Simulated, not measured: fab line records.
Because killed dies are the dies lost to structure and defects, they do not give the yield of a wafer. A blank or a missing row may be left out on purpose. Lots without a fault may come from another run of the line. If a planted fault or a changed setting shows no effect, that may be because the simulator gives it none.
Which tool was responsible? || flow sky130 || Sampling: 12 lots, 36 wafers, 5 of 708 route steps

WHAT THE GAUGES SHOWED, per wafer
SKY_POLY_GATE_OVL_MEAS_14. Usual: POLY_GATE_OVL 0 nm, standard deviation 4.7.
{"lot": "L625", "measured": "day 17 08:46", "on": "overlay-02", "POLY_GATE_OVL (nm)": "-4 -3 4", "flag": ""}
{"lot": "L624", "measured": "day 17 11:40", "on": "overlay-02", "POLY_GATE_OVL (nm)": "-1 2 0", "flag": ""}
{"lot": "L627", "measured": "day 17 12:02", "on": "overlay-01", "POLY_GATE_OVL (nm)": "3 7 5", "flag": ""}
{"lot": "L631", "measured": "day 19 01:39", "on": "overlay-01", "POLY_GATE_OVL (nm)": "5 3 -1", "flag": ""}
{"lot": "L633", "measured": "day 19 20:11", "on": "overlay-02", "POLY_GATE_OVL (nm)": "12 4 3", "flag": ""}
{"lot": "L638", "measured": "day 21 18:36", "on": "overlay-02", "POLY_GATE_OVL (nm)": "-1 -1 -10", "flag": ""}
{"lot": "L640", "measured": "day 22 06:35", "on": "overlay-02", "POLY_GATE_OVL (nm)": "2 -1 2", "flag": ""}
{"lot": "L643", "measured": "day 24 07:31", "on": "overlay-01", "POLY_GATE_OVL (nm)": "-4 4 0", "flag": ""}
{"lot": "L644", "measured": "day 24 08:50", "on": "overlay-02", "POLY_GATE_OVL (nm)": "-4 -5 -1", "flag": ""}
{"lot": "L645", "measured": "day 24 09:48", "on": "overlay-02", "POLY_GATE_OVL (nm)": "-7 -1 -4", "flag": ""}
{"lot": "L646", "measured": "day 24 09:53", "on": "overlay-01", "POLY_GATE_OVL (nm)": "2 2 6", "flag": ""}
{"lot": "L647", "measured": "day 24 21:37", "on": "overlay-01", "POLY_GATE_OVL (nm)": "0 9 3", "flag": ""}

SKY_LDD_HVP_OVL_MEAS_07. Usual: LDD_HVP_OVL -0.2 nm, standard deviation 1.5.
{"lot": "L625", "measured": "day 22 15:36", "on": "overlay-01", "LDD_HVP_OVL (nm)": "2.3 0.9 -0.3", "flag": ""}
{"lot": "L624", "measured": "day 22 17:44", "on": "overlay-02", "LDD_HVP_OVL (nm)": "-1.1 0.1 0.3", "flag": ""}
{"lot": "L627", "measured": "day 22 18:10", "on": "overlay-02", "LDD_HVP_OVL (nm)": "-0.2 -0.1 -1.5", "flag": ""}
{"lot": "L631", "measured": "day 24 08:01", "on": "overlay-01", "LDD_HVP_OVL (nm)": "-0.6 -0.8 1.3", "flag": ""}
{"lot": "L633", "measured": "day 25 02:07", "on": "overlay-01", "LDD_HVP_OVL (nm)": "-0.7 -1.6 -0.7", "flag": ""}
{"lot": "L638", "measured": "day 26 22:06", "on": "overlay-02", "LDD_HVP_OVL (nm)": "-1.8 -1.6 -2.2", "flag": ""}
{"lot": "L640", "measured": "day 27 08:24", "on": "overlay-02", "LDD_HVP_OVL (nm)": "1.4 -1.6 0.1", "flag": ""}
{"lot": "L643", "measured": "day 29 07:35", "on": "overlay-01", "LDD_HVP_OVL (nm)": "1.9 3.4 0.3", "flag": ""}
{"lot": "L644", "measured": "day 29 08:34", "on": "overlay-02", "LDD_HVP_OVL (nm)": "-2.5 -1.0 0.0", "flag": ""}
{"lot": "L645", "measured": "day 29 08:52", "on": "overlay-02", "LDD_HVP_OVL (nm)": "-2.0 -2.3 -0.9", "flag": ""}
{"lot": "L646", "measured": "day 29 10:14", "on": "overlay-02", "LDD_HVP_OVL (nm)": "0.5 1.6 0.7", "flag": ""}
{"lot": "L647", "measured": "day 29 21:56", "on": "overlay-01", "LDD_HVP_OVL (nm)": "1.0 -0.4 0.2", "flag": ""}

SKY_LI_CONTACT_CD_MEAS_12: the cd target is 170 nm. Usual: 170.1 nm for cd_nm, sd 1.2.
{"lot": "L625", "measured": "day 30 04:40", "on": "cd_sem-02", "cd_nm (nm)": "170.8 170.7 170.3", "flag": ""}
{"lot": "L624", "measured": "day 30 05:51", "on": "cd_sem-01", "cd_nm (nm)": "170.2 170.8 170.7", "flag": ""}
{"lot": "L627", "measured": "day 30 06:18", "on": "cd_sem-01", "cd_nm (nm)": "167.4 168.3 167.8", "flag": ""}
{"lot": "L631", "measured": "day 31 17:07", "on": "cd_sem-01", "cd_nm (nm)": "172.4 170.9 170.6", "flag": ""}
{"lot": "L633", "measured": "day 32 09:50", "on": "cd_sem-02", "cd_nm (nm)": "169.3 168.6 168.8", "flag": ""}
{"lot": "L638", "measured": "day 34 01:26", "on": "cd_sem-02", "cd_nm (nm)": "169.3 170.5 171.3", "flag": ""}
{"lot": "L640", "measured": "day 34 08:05", "on": "cd_sem-02", "cd_nm (nm)": "170.8 168.5 168.2", "flag": ""}
{"lot": "L643", "measured": "day 36 04:32", "on": "cd_sem-01", "cd_nm (nm)": "167.8 169.4 168.8", "flag": ""}
{"lot": "L644", "measured": "day 36 06:35", "on": "cd_sem-02", "cd_nm (nm)": "172.0 173.1 170.7", "flag": ""}
{"lot": "L645", "measured": "day 36 08:39", "on": "cd_sem-02", "cd_nm (nm)": "171.7 171.4 171.8", "flag": ""}
{"lot": "L646", "measured": "day 36 10:04", "on": "cd_sem-01", "cd_nm (nm)": "168.8 170.3 168.6", "flag": ""}
{"lot": "L647", "measured": "day 36 17:14", "on": "cd_sem-02", "cd_nm (nm)": "169.7 169.9 169.8", "flag": ""}

TOOL THAT RAN EACH LOT (tool first, then ch and the chambers of the sampled wafers, then the start)
{"lot": "L625", "SKY_LDD_N_IMPLANT_08": "implanter-01 ch 0, day 18 16:45", "SKY_LDD_N_STRIP_16": "plasma_asher-04 ch 0,1, day 18 17:57"}
{"lot": "L624", "SKY_LDD_N_IMPLANT_08": "implanter-04 ch 0, day 18 19:43", "SKY_LDD_N_STRIP_16": "plasma_asher-04 ch 0,1, day 18 20:54"}
{"lot": "L627", "SKY_LDD_N_IMPLANT_08": "implanter-01 ch 0, day 18 19:56", "SKY_LDD_N_STRIP_16": "plasma_asher-01 ch 0,1, day 18 21:07"}
{"lot": "L631", "SKY_LDD_N_IMPLANT_08": "implanter-04 ch 0, day 20 11:06", "SKY_LDD_N_STRIP_16": "plasma_asher-04 ch 0,1, day 20 12:18"}
{"lot": "L633", "SKY_LDD_N_IMPLANT_08": "implanter-02 ch 0, day 21 05:13", "SKY_LDD_N_STRIP_16": "plasma_asher-04 ch 0,1, day 21 06:23"}
{"lot": "L638", "SKY_LDD_N_IMPLANT_08": "implanter-01 ch 0, day 23 03:34", "SKY_LDD_N_STRIP_16": "plasma_asher-04 ch 0,1, day 23 04:44"}
{"lot": "L640", "SKY_LDD_N_IMPLANT_08": "implanter-01 ch 0, day 23 14:27", "SKY_LDD_N_STRIP_16": "plasma_asher-04 ch 0,1, day 23 15:39"}
{"lot": "L643", "SKY_LDD_N_IMPLANT_08": "implanter-04 ch 0, day 25 15:10", "SKY_LDD_N_STRIP_16": "plasma_asher-02 ch 0, day 25 16:22"}
{"lot": "L644", "SKY_LDD_N_IMPLANT_08": "implanter-04 ch 0, day 25 16:23", "SKY_LDD_N_STRIP_16": "plasma_asher-04 ch 0,1, day 25 17:34"}
{"lot": "L645", "SKY_LDD_N_IMPLANT_08": "implanter-04 ch 0, day 25 17:35", "SKY_LDD_N_STRIP_16": "plasma_asher-04 ch 0,1, day 25 18:46"}
{"lot": "L646", "SKY_LDD_N_IMPLANT_08": "implanter-02 ch 0, day 25 17:59", "SKY_LDD_N_STRIP_16": "plasma_asher-04 ch 0, day 25 19:11"}
{"lot": "L647", "SKY_LDD_N_IMPLANT_08": "implanter-02 ch 0, day 26 04:48", "SKY_LDD_N_STRIP_16": "plasma_asher-02 ch 0,1, day 26 06:00"}
- SKY_LDD_N_IMPLANT_08
- SKY_LDD_N_STRIP_16: strips in O2/N2.

WHAT THE TOOLS THEMSELVES READ (means of the sampled wafers that have a number; where no wafer has one, the mark that the record gives instead)
SKY_LDD_N_IMPLANT_08. Usual: beam_on_s 10.00 s, standard deviation 0.17; end_station_pressure_torr 5.36e-06 Torr, standard deviation 2.8e-07; faraday_current_uA 423, standard deviation 7.2.
{"lot": "L625", "tool": "implanter-01", "beam_on_s (s)": 9.94, "end_station_pressure_torr (Torr)": 5.20e-06, "faraday_current_uA": 426, "flag": ""}
{"lot": "L624", "tool": "implanter-04", "beam_on_s (s)": 10.07, "end_station_pressure_torr (Torr)": 5.68e-06, "faraday_current_uA": 418, "flag": ""}
{"lot": "L627", "tool": "implanter-01", "beam_on_s (s)": 9.89, "end_station_pressure_torr (Torr)": 5.31e-06, "faraday_current_uA": 427, "flag": ""}
{"lot": "L631", "tool": "implanter-04", "beam_on_s (s)": 10.13, "end_station_pressure_torr (Torr)": 5.40e-06, "faraday_current_uA": 417, "flag": ""}
{"lot": "L633", "tool": "implanter-02", "beam_on_s (s)": 9.89, "end_station_pressure_torr (Torr)": 5.32e-06, "faraday_current_uA": 427, "flag": ""}
{"lot": "L638", "tool": "implanter-01", "beam_on_s (s)": 12.33, "end_station_pressure_torr (Torr)": 1.11e-04, "faraday_current_uA": 345, "flag": "OFF"}
{"lot": "L640", "tool": "implanter-01", "beam_on_s (s)": 12.58, "end_station_pressure_torr (Torr)": 1.10e-04, "faraday_current_uA": 340, "flag": "OFF"}
{"lot": "L643", "tool": "implanter-04", "beam_on_s (s)": 9.83, "end_station_pressure_torr (Torr)": 5.30e-06, "faraday_current_uA": 429, "flag": ""}
{"lot": "L644", "tool": "implanter-04", "beam_on_s (s)": 10.03, "end_station_pressure_torr (Torr)": 5.30e-06, "faraday_current_uA": 421, "flag": ""}
{"lot": "L645", "tool": "implanter-04", "beam_on_s (s)": 9.99, "end_station_pressure_torr (Torr)": 5.32e-06, "faraday_current_uA": 423, "flag": ""}
{"lot": "L646", "tool": "implanter-02", "beam_on_s (s)": 9.99, "end_station_pressure_torr (Torr)": 5.34e-06, "faraday_current_uA": 425, "flag": ""}
{"lot": "L647", "tool": "implanter-02", "beam_on_s (s)": 10.07, "end_station_pressure_torr (Torr)": 5.05e-06, "faraday_current_uA": 420, "flag": ""}

SKY_LDD_N_STRIP_16. Usual: drypump_motor_current_A 5.9 A, standard deviation 0.49; oes_product_au 0.407 a.u., standard deviation 0.0047; strip_time_to_endpoint_s 4.320 s, standard deviation 0.015.
{"lot": "L625", "tool": "plasma_asher-04", "drypump_motor_current_A (A)": 5.9, "oes_product_au (a.u.)": 0.406, "strip_time_to_endpoint_s (s)": 4.344, "flag": ""}
{"lot": "L624", "tool": "plasma_asher-04", "drypump_motor_current_A (A)": 6.0, "oes_product_au (a.u.)": 0.405, "strip_time_to_endpoint_s (s)": 4.321, "flag": ""}
{"lot": "L627", "tool": "plasma_asher-01", "drypump_motor_current_A (A)": 6.3, "oes_product_au (a.u.)": 0.410, "strip_time_to_endpoint_s (s)": 4.309, "flag": ""}
{"lot": "L631", "tool": "plasma_asher-04", "drypump_motor_current_A (A)": 6.0, "oes_product_au (a.u.)": 0.403, "strip_time_to_endpoint_s (s)": 4.306, "flag": ""}
{"lot": "L633", "tool": "plasma_asher-04", "drypump_motor_current_A (A)": 6.0, "oes_product_au (a.u.)": 0.403, "strip_time_to_endpoint_s (s)": 4.310, "flag": ""}
{"lot": "L638", "tool": "plasma_asher-04", "drypump_motor_current_A (A)": 6.0, "oes_product_au (a.u.)": 0.409, "strip_time_to_endpoint_s (s)": 4.379, "flag": "OFF"}
{"lot": "L640", "tool": "plasma_asher-04", "drypump_motor_current_A (A)": 5.9, "oes_product_au (a.u.)": 0.410, "strip_time_to_endpoint_s (s)": 4.366, "flag": "OFF"}
{"lot": "L643", "tool": "plasma_asher-02", "drypump_motor_current_A (A)": 4.9, "oes_product_au (a.u.)": 0.407, "strip_time_to_endpoint_s (s)": 4.326, "flag": ""}
{"lot": "L644", "tool": "plasma_asher-04", "drypump_motor_current_A (A)": 5.9, "oes_product_au (a.u.)": 0.405, "strip_time_to_endpoint_s (s)": 4.327, "flag": ""}
{"lot": "L645", "tool": "plasma_asher-04", "drypump_motor_current_A (A)": 5.8, "oes_product_au (a.u.)": 0.407, "strip_time_to_endpoint_s (s)": 4.320, "flag": ""}
{"lot": "L646", "tool": "plasma_asher-04", "drypump_motor_current_A (A)": 5.8, "oes_product_au (a.u.)": 0.407, "strip_time_to_endpoint_s (s)": 4.318, "flag": ""}
{"lot": "L647", "tool": "plasma_asher-02", "drypump_motor_current_A (A)": 5.4, "oes_product_au (a.u.)": 0.407, "strip_time_to_endpoint_s (s)": 4.352, "flag": ""}

THE ANSWER, worked out from the rows above alone
Rule: a lot is off if the mean of its wafers that have a number lies more than 3 standard deviations from the usual mean. Also off: a lot with no number at a reading for which 4 or more lots have one. Where the step has rows for the other lots, those lots are counted as sound. The gauges are gone through in route order, then the tools' own readings, and for those a lot's mean is taken as printed above. At the first step where some lot is off, the reading lying furthest off is the one used; lots without a number count as furthest.
Off: L638, L640, at SKY_LDD_N_IMPLANT_08 (end_station_pressure_torr).
If a tool, at that step or one of the process steps before it, ran each lot that is off and ran no sound lot following the first of them, it fits. One candidate fits, namely implanter-01 at SKY_LDD_N_IMPLANT_08. A fault onset in the window from L627 (day 18 19:56, its last sound lot) to L638 (day 23 03:34, its first lot off) fits.
The tool's own readings at SKY_LDD_N_IMPLANT_08 bear it out: on the lots that are off they differ by more than 5 times the standard deviation of the sound lots' means. beam_on_s reads 12.46 s there against 9.98 s on the sound lots; end_station_pressure_torr reads 1.11e-04 Torr there against 5.32e-06 Torr on the sound lots; faraday_current_uA reads 342 there against 423 on the sound lots.

WHAT THE SIMULATOR HAD PUT IN
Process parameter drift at SKY_LDD_N_IMPLANT_08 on implanter-01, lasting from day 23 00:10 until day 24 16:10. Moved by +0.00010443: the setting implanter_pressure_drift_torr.
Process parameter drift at SKY_LDD_N_IMPLANT_08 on implanter-01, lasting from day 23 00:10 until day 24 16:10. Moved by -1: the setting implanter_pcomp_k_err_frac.
Lots struck among those shown: L638, L640. Same finding as the rule above.
